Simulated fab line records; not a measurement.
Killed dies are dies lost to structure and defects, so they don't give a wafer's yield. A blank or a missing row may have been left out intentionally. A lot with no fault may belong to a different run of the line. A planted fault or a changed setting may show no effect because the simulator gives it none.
Code-filled problem report in 8D (eight disciplines) form -- flow gf180mcu -- the parts of the form that need people (team, actions taken, sign-off) are left out

== 1. THE ISSUE ==
Wafers free of any fault read 46.61 ohm/sq (standard deviation 0.093) for NSD_RS at GF_PSD_RS_MEAS_14, against a mean of 47.12 ohm/sq on 6 wafers of 2 lots. Measured from the usual mean, that is +5.4 standard deviations.
The step: measures by four-point-probe.
First seen on wafer L158.3, day 16 22:46, on film-metro-04. Wafers with a number at this step in the record: 36, from 12 lots. Rule for "out", or "out of limits": more than 4 standard deviations from the usual mean. The other wafers with a number count as sound.

== 2. WHAT IT IS; WHAT IT IS NOT ==
question,is,is not
which readings at this step,NSD_RS,-
which lots,"L158, L160","L151, L152, L164, L165, L167, L168, L169, L170, L173, L174"
which wafers of those lots,all that have a number,-
read on which gauges,"film-metro-02, film-metro-04",film-metro-01
when,from day 16 22:46,"up to then (6 sound wafers); but 24 sound wafers of L164, L165, L167, L168, L169, L170, L173, L174 came after"

== 3. THE SUSPECTS, EACH WITH WHAT RULES IT OUT ==
Counting: a tool stays on the suspect list if, at a process step up to the reading, it processed all lots that are out and no sound lot following the first of them.
- the gauge at GF_PSD_RS_MEAS_14: ruled out. Those wafers that are out were read across 2 gauges (film-metro-02, film-metro-04).
- plasma-asher-03 at GF_HV_LDD_STRIP_10 (strips in O2/N2): ruled out as a lasting fault. Sound lots L165, L170 ran on it after its first lot that is out, L158 (day 12 06:32).
- implanter-04 at GF_NSD_IMPLANT_10: ruled out as a lasting fault. Sound lots L169, L170, L174 ran on it after its first lot that is out, L158 (day 15 23:44).
Left after counting: nothing in the record.

== 4. THE CAUSE (what the simulator had put in) ==
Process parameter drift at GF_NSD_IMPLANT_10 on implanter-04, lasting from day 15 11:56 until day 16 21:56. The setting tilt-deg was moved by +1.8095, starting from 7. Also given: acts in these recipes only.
Counting ruled it out, wrongly: the rule takes a fault to strike every lot that its tool runs from its start on, and this one did not.

== 5. SEQUENCE OF EFFECTS, ordered by route ==
One row per reading whose mean, taken over the struck wafers that have a number, lies over 3 standard deviations from the usual. Only readings whose record carries a usual standard deviation are examined. hours: median over the lots of the time between each lot's start at the first step of this table that gives one and its start at this step. sigmas: the change, counted in usual standard deviations.
hours,step,reading,usual,on struck wafers,change,sigmas
0,GF_NSD_IMPLANT_10,tilt-deg,6.999 degrees,8.824,+1.825,+91
23,GF_PSD_RS_MEAS_14,NSD_RS,46.61 ohm/sq,47.12,+0.51,+5.4
It contains these process steps:
- GF_NSD_IMPLANT_10

== 6. WHAT WOULD HAVE CAUGHT IT SOONER ==
The first out-of-limits reading at a measuring or inspecting step in this record came at day 16 22:46, 35 hours after the fault's start at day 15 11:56.
At GF_NSD_IMPLANT_10, the tool's own readings (tilt-deg) were out on each struck wafer the step has a row for, so an alarm limit on them would have fired on the first such wafer.
